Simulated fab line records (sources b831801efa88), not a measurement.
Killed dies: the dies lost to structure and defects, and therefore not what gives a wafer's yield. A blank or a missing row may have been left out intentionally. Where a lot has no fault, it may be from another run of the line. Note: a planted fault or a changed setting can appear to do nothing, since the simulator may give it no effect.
A struck lot beside a sound one + flow gf180mcu + 17 steps out of a route of 602
Sound: these wafers, L588.3, L588.4, L588.5. Struck: wafers L601.2, L601.4, L601.5. Last of all comes the cause.
At each step with rows: each side's tool, then ch and its chambers, then its first start. Under that, the readings that differ: sound wafers + struck wafers + difference of the means + sigmas: that difference in standard deviations of wafers without a fault.
alike: a reading whose means differ by less than 2 such deviations, as well as words and numbers matching on both sides. not compared: withheld readings; readings where some wafer has no value; bounds like >300 that might hide an equal value; numbers whose values overlap and for which the record gives no deviation.
The two part at a step that has a row with sigmas, a row that says differs or no value, or rows on one side only. When numbers do not overlap yet have no deviation, they are printed without sigmas and do not part them. Lack of a reading on every wafer of one side parts them only where that side has two or more wafers.

first, 4 steps without rows for these wafers: GF_M1_SOFTBAKE_10 (time 60 s); GF_M1_EXPOSE_11 (exposes mask Metal1, target cd 230 nm); GF_M1_PEB_12 (peb time 90 s); GF_M1_DEVELOP_13 (develop time 60 s).
GF_M1_CD_MEAS_14: the cd target is 230 nm.
  sound on cdSem-02, day 17 09:45; struck on cdSem-01, day 22 21:04
  alike: cdNm
GF_M1_OVL_MEAS_15:
  sound on overlay-01, day 17 09:50; struck on overlay-02, day 22 21:11
  alike: M1_OVL
GF_M1_METAL_ETCH_16: etches the open film in Cl2/BCl3, stops on SiO2, target depth 627.5 nm, time 104.6 s.
  sound on rieMetal-01 ch 0,1, day 17 09:54; struck on rieMetal-04 ch 0,1, day 22 21:13
  alike: bcl3FlowSccm, drypumpMotorCurrentA, oesProductAu, throttleValvePct
  not compared: rfHoursCounterH
GF_M1_STRIP_17: strips in O2/N2.
  sound on plasmaAsher-03 ch 0,1, day 17 10:01; struck on plasmaAsher-03 ch 1, day 22 21:19
| reading                  | sound             | struck            | difference | sigmas |
|--------------------------|-------------------|-------------------|------------|--------|
| oesProductAu (a.u.)      | 0.546 0.549 0.551 | 0.571 0.562 0.562 | +0.016     | +3     |
| stripTimeToEndpointS (s) | 7.84 7.78 7.80    | 7.99 8.03 7.96    | +0.19      | +3     |
  alike: drypumpMotorCurrentA, heaterPowerW, o2FlowSccm
  not compared: rfHoursCounterH
then, 3 steps without rows for these wafers: GF_M1_STRIP_18 (strips in post etch residue remover, time 1200 s); GF_M1_CLEAN_19 (cleans in DIW); GF_V1_CVD_00 (deposits SiO2, target thk 600 nm, time 100 s).
GF_V1_THK_MEAS_01:
  sound on filmMetro-04, day 17 10:38; struck on filmMetro-04, day 22 22:02
  alike: V1_CVD_00_THK
GF_V1_CVD_02: deposits SiO2 from TEOS, target thk 850 nm, time 94.851 s.
  sound on pecvd-03 ch 0,1,2, day 17 10:40; struck on pecvd-04 ch 0,1,2, day 22 22:05
| reading                            | sound             | struck            | difference | sigmas      |
|------------------------------------|-------------------|-------------------|------------|-------------|
| rfFwdPowerW (W)                    | 597.5 596.8 594.4 | 836.1 834.4 836.8 | +239.5     | +99 or more |
| model.SiO2_of_V1_CVD_02.thkNm (nm) | 856.3 851.2 850.5 | 913.8 940.1 957.4 | +84.4      |             |
  alike: heaterPowerW
GF_V1_THK_MEAS_03:
  sound on filmMetro-03, day 17 10:46; struck on filmMetro-04, day 22 22:10
| reading            | sound       | struck      | difference | sigmas |
|--------------------|-------------|-------------|------------|--------|
| V1_CVD_02_THK (nm) | 856 851 850 | 914 939 958 | +85        | +6     |
GF_V1_CMP_04: polishes SiO2.
  sound on cmp-02 ch 1,2,3, day 17 10:48; struck on cmp-01 ch 0,2, day 22 22:16
| reading             | sound    | struck      | difference | sigmas |
|---------------------|----------|-------------|------------|--------|
| timeToEndpointS (s) | 90 82 70 | 107 110 122 | +32        | +4     |
  alike: motorCurrentA
GF_V1_BOW_MEAS_05:
  sound on filmMetro-03, day 17 11:08; struck on filmMetro-01, day 22 22:32
  alike: V1_BOW
GF_PASSIVATION_PROBE_99:
  sound wafers here have rows in the record (prober-01, day 32 01:34); struck ones have none

== WHERE THEY PART ==
Earliest at GF_M1_STRIP_17; latest, in this record, at GF_PASSIVATION_PROBE_99.

WHY: what had been put in by the simulator
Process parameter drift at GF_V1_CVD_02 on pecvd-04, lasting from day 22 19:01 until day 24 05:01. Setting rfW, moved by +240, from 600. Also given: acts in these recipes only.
